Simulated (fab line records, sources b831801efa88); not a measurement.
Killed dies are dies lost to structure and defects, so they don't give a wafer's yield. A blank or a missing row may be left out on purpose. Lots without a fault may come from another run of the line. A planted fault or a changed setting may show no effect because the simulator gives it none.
fab line records | flow sky130
record lots=7 wafers=21 last_day=50
route steps=708 shown RES_XHIGH@334 SD_N@342 PAD_OPEN@708
lots that met no fault: from a run of the same line without faults
start_h: hours from the record's first day to the start of the lot's first wafer shown | wait_h: hours since the lot's step before | " the same as in the row above | L1.1+2: a row that stands for several wafers | - no value, or no start given | * or withheld: withheld | < > ~ a bound
route shown NAME@n: a module of which the file shows steps, and the number in the route of the first | usual: mean/standard deviation of fault-free wafers | same: alike in all rows | chamber/n: place in a boat | sites: the reading at each site | _std_site: their standard deviation | _edge_site: outer sites' mean less inner sites' | radius_mm: how far each site lies from the wafer's centre | mask NAME#n: copy n | behind: the tool/chamber that last shaped the wafer | hold: why the lot was held/for how many hours/how that ended | device: the transistor (n, p or np) that didn't switch | end of line: the same wafers' tests at the end of the route | a step without rows: its recipe alone | killed: dies lost to structure and defects at the first sort, not the wafer's yield | map: a wafer's dies, x killed, . not, _ none there
set.NAME: the setting as run; set.NAME@STEP: as run at that earlier step | model.NAME: the simulator's own value behind a step, which no gauge read
lots at some steps of the route; a table a step, a row a wafer
services: from which hour (start_h, from the record's first day; less than 0 if before it) a tool's chamber was out of use, for how many hours, and why
## steps
# step SKY_RES_XHIGH_COAT_02
# recipe resist=NOVOLAK spin_rpm=3000 resist_thk_nm=1140
# step SKY_RES_XHIGH_SOFTBAKE_03
# recipe temp_c=90 time_s=60 resist=NOVOLAK
# step SKY_RES_XHIGH_EXPOSE_04
# recipe mask_id=URPM na=0.6 source_shape=conventional sigma_outer=0.6 polarization=unpolarized target_cd_nm=1270 dose_mj=140
# step SKY_RES_XHIGH_PEB_05
# recipe temp_c=withheld time_s=* resist=NOVOLAK
# step SKY_RES_XHIGH_DEVELOP_06
# recipe resist=NOVOLAK developer=TMAH develop_time_s=60 dev_temp_c=23
# step SKY_RES_XHIGH_IMPLANT_07
# recipe species=BF2 energy_kev=20 dose_cm2=3.6e+14 tilt_deg=0
# step SKY_RES_XHIGH_STRIP_08
# recipe chemistry=O2/N2 power_w=1400 pressure_mtorr=1500 platen_temp_c=withheld o2_flow_sccm=3000 n2_flow_sccm=300 overash_fraction=0.5
# usual drypump_motor_current_A=5.59/0.21 oes_product_au=0.711/0.0046 strip_time_to_endpoint_s=14.28/0.037
# columns lot.wafer tool chamber start_h wait_h drypump_motor_current_A oes_product_au rf_hours_counter_h strip_time_to_endpoint_s
L382.1 plasma_asher-02 1 659.65 0.1 5.50 0.705 52 14.25
L382.2 " 0 " " 5.48 0.711 52 14.27
L382.4 " 1 " " 5.50 0.704 - 14.25
L384.2 plasma_asher-03 1 679.70 0.1 5.92 0.712 89 14.30
L384.3 " 0 " " 5.42 0.714 - 14.33
L384.5 " 0 " " 5.42 0.710 - 14.27
L386.1 plasma_asher-03 0 692.39 0.1 5.43 0.703 91 14.31
L386.4 " 1 " " 5.96 0.712 - 14.27
L386.5 " 0 " " 5.42 0.708 - 14.28
L387.1 plasma_asher-04 0 701.94 0.1 5.67 0.712 98 14.34
L387.4 " 0 " " 5.68 0.714 - 14.29
L387.6 " 0 " " 5.71 0.716 - 14.29
L389.1 plasma_asher-04 1 732.54 0.1 5.40 0.716 101 14.28
L389.5 " 0 " " 5.70 0.703 - 14.26
L389.6 " 1 " " 5.39 0.711 - 14.31
L393.1 plasma_asher-04 0 774.74 0.1 5.68 0.706 3 14.30
L393.2 " 1 " " 5.39 0.715 3 14.33
L393.3 " 0 " " 5.70 0.711 - 14.33
L398.2 plasma_asher-04 1 789.95 0.1 5.41 0.712 5 14.27
L398.3 " 0 " " 5.67 0.716 - 14.24
L398.6 " 0 " " 5.67 0.708 - 14.29
# step SKY_RES_XHIGH_TW_MEAS_09
# usual RES_XHIGH_TW=1628/8.7
# columns lot.wafer tool chamber start_h wait_h RES_XHIGH_TW
L382.1 film_metro-02 - 659.75 0.1 1629
L382.2 " - " " 1625
L382.4 " - " " 1624
L384.2 film_metro-03 - 679.81 0.1 1622
L384.3 " - " " 1623
L384.5 " - " " 1629
L386.1 film_metro-03 - 692.49 0.1 1628
L386.4 " - " " 1627
L386.5 " - " " 1623
L387.1 film_metro-03 - 702.04 0.1 1633
L387.4 " - " " 1638
L387.6 " - " " 1632
L389.1 film_metro-01 - 732.64 0.1 1645
L389.5 " - " " 1648
L389.6 " - " " 1644
L393.1 film_metro-03 - 774.84 0.1 1637
L393.2 " - " " 1630
L393.3 " - " " 1638
L398.2 film_metro-02 - 790.06 0.1 1638
L398.3 " - " " 1621
L398.6 " - " " 1626
# step SKY_SD_N_DEHYDRATE_00
# recipe temp_c=200 time_s=60
# step SKY_SD_N_HMDS_01
# recipe prime_time_s=60 prime_temp_c=120
# step SKY_SD_N_COAT_02
# recipe resist=NOVOLAK spin_rpm=3000 resist_thk_nm=1140
# step SKY_SD_N_SOFTBAKE_03
# recipe temp_c=90 time_s=60 resist=NOVOLAK
# step SKY_SD_N_EXPOSE_04
# recipe mask_id=NSDM na=0.6 source_shape=conventional sigma_outer=0.6 polarization=unpolarized target_cd_nm=380 dose_mj=141
# same na=0.6
# columns lot.wafer tool chamber start_h wait_h mask model.SD_N.overlay_x_nm
L382.1+2+4 iline_stepper-02 0 673.84 - NSDM#0 -0.07256
L384.2+3+5 iline_stepper-01 0 694.25 - NSDM#0 -3.822
L386.1+4+5 iline_stepper-02 0 706.77 - NSDM#0 -2.28
L387.1+4+6 iline_stepper-02 0 715.35 - NSDM#0 -82.18
L389.1+5+6 iline_stepper-02 0 746.33 - NSDM#0 -81.4
L393.1+2+3 iline_stepper-02 0 788.18 - NSDM#0 -80.7
L398.2+3+6 iline_stepper-01 0 802.52 - NSDM#0 -1.733
# step SKY_SD_N_PEB_05
# recipe temp_c=withheld time_s=* resist=NOVOLAK
# step SKY_SD_N_DEVELOP_06
# recipe resist=NOVOLAK developer=TMAH develop_time_s=60 dev_temp_c=23
# step SKY_SD_N_CD_MEAS_07
# recipe target_cd_nm=380
# usual cd_nm=380.6/2.7
# columns lot.wafer tool chamber start_h wait_h cd_nm
L382.1 cd_sem-02 - 687.43 0.1 383.6
L382.2 " - " " 384.3
L382.4 " - " " 381.7
L384.2 cd_sem-02 - 708.00 0.1 383.5
L384.3 " - " " 384.5
L384.5 " - " " 381.2
L386.1 cd_sem-01 - 719.83 0.1 383.9
L386.4 " - " " 381.8
L386.5 " - " " 384.7
L387.1 cd_sem-02 - 729.10 0.1 378.0
L387.4 " - " " 380.5
L387.6 " - " " 379.4
L389.1 cd_sem-01 - 759.83 0.1 374.6
L389.5 " - " " 377.5
L389.6 " - " " 378.5
L393.1 cd_sem-01 - 800.65 0.1 378.5
L393.2 " - " " 378.4
L393.3 " - " " 379.9
L398.2 cd_sem-01 - 815.86 0.1 380.2
L398.3 " - " " 378.9
L398.6 " - " " 378.8
# step SKY_SD_N_OVL_MEAS_08
# usual SD_N_OVL=0.4/1.3
# columns lot.wafer tool chamber start_h wait_h hold SD_N_OVL[nm]
L382.1 overlay-02 - 687.55 0.1 - 0.3
L382.2 " - " " - 1.8
L382.4 " - " " - 0.0
L384.2 overlay-01 - 708.11 0.1 - -1.0
L384.3 " - " " - -2.1
L384.5 " - " " - -0.2
L386.1 overlay-01 - 719.95 0.1 - -0.4
L386.4 " - " " - -0.8
L386.5 " - " " - -0.3
L387.1 overlay-02 - 729.22 0.1 await_dispo/0.2h/release -80.9
L387.4 " - " " await_dispo/0.2h/release -80.8
L387.6 " - " " await_dispo/0.2h/release -79.3
L387.1 overlay-02 - 729.43 0.2 - -82.3
L387.4 " - " " - -81.8
L387.6 " - " " - -81.2
L389.1 overlay-02 - 759.95 0.1 await_dispo/0.2h/release -79.9
L389.5 " - " " await_dispo/0.2h/release -80.3
L389.6 " - " " await_dispo/0.2h/release -80.4
L389.1 overlay-02 - 760.15 0.2 - -81.0
L389.5 " - " " - -81.9
L389.6 " - " " - -80.8
L393.1 overlay-02 - 800.77 0.1 await_dispo/0.2h/release -81.3
L393.2 " - " " await_dispo/0.2h/release -79.8
L393.3 " - " " await_dispo/0.2h/release -78.9
L393.1 overlay-02 - 800.98 0.2 - -81.8
L393.2 " - " " - -80.6
L393.3 " - " " - -79.5
L398.2 overlay-02 - 815.97 0.1 - 0.1
L398.3 " - " " - -0.9
L398.6 " - " " - -0.8
# step SKY_PAD_OPEN_PROBE_99
# usual defect_limited_yield=82.6/1.8 killed_at_M0_to_M3=44/6.9 killed_at_M4_up=3.2/1.8 killed_at_contacts=23/5.2 killed_at_front_end=15/4.5 killed_at_other=0.3/0.56 killed_dies=85/8.8 killed_open=47/6.7 killed_short=39/6.4 sort_bin_3_pad_short=0.8/0.4 sort_bin_5_function=10.2/1.3 sort_bin_6_memory=6.4/1.1 sort_n_pass=407/8.8 sort_yield_pct=82.6/1.8
# same gross_dies=492 killed_at_back_side=0 sort_bin_4_leakage[%]=0 sort_bin_8_speed[%]=0
# columns lot.wafer tool chamber start_h wait_h defect_limited_yield[%] killed_at_M0_to_M3 killed_at_M4_up killed_at_contacts killed_at_front_end killed_at_other killed_dies killed_open killed_short sort_bin_3_pad_short[%] sort_bin_5_function[%] sort_bin_6_memory[%] sort_n_pass sort_yield_pct[%]
L384.2 prober-02 - 1119.57 0.1 83.1 44 6 15 18 0 83 36 47 1.0 8.9 6.9 409 83.1
L384.5 prober-02 - 1119.72 0.2 81.3 45 2 24 21 0 92 50 42 0.6 11.6 6.5 400 81.3
# killed by level:class
L384.2 METAL2:geometric_particle:short=10 VIA1:geometric_particle:open=9 METAL3:geometric_particle:short=7 LOCAL_INTERCONNECT:geometric_particle:short=6 FIELD_ISO:geometric_particle:open=4 FIELD_ISO:geometric_particle:short=4 CONTACT:geometric_particle:open=4 VIA2:geometric_particle:open=4
L384.5 VIA1:geometric_particle:open=13 VIA1:geometric_particle:short=10 CONTACT:geometric_particle:open=9 FIELD_ISO:geometric_particle:short=6 FIELD_ISO:geometric_particle:open=5 LI_CONTACT:geometric_particle:open=5 LOCAL_INTERCONNECT:geometric_particle:short=5 VIA3:geometric_particle:open=4
## services
# columns tool chamber start_h hours kind
iline_stepper-02 - 646.68 1.7 pm
plasma_asher-03 - 707.60 4.6 repair
plasma_asher-04 - 733.75 9.0 pm
plasma_asher-04 0 733.75 9.0 vent_cycle
plasma_asher-04 1 733.75 9.0 vent_cycle
plasma_asher-03 - 734.95 2.8 pm
plasma_asher-04 0 742.75 - clean
plasma_asher-04 1 742.75 - clean
plasma_asher-04 - 755.20 0.5 repair
plasma_asher-02 - 783.97 15.6 pm
iline_stepper-01 - 799.56 1.7 pm
## key
first_sign step=SKY_SD_N_OVL_MEAS_08 reading=visit direction=added
effect step=SKY_SD_N_OVL_MEAS_08 reading=SD_N_OVL direction=down sigmas=63 usual=0.4 struck=-80.2
model_effect step=SKY_SD_N_EXPOSE_04 value=SD_N.overlay_x_nm without=0.02207 struck=-81.43
met_at SKY_SD_N_EXPOSE_04
struck_wafers L387.1,L387.4,L387.6,L389.1,L389.5,L389.6,L393.1,L393.2,L393.3
scrapped_behind SKY_SD_N_OVL_MEAS_08 L387.1,L387.4,L387.6,L389.1,L389.5,L389.6,L393.1,L393.2,L393.3
onset_between 706.77 715.35
fault kind=scanner_matching_overlay tool=iline_stepper-02 chamber=- onset_h=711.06 steps=SKY_SD_N_EXPOSE_04 offset=-81.449
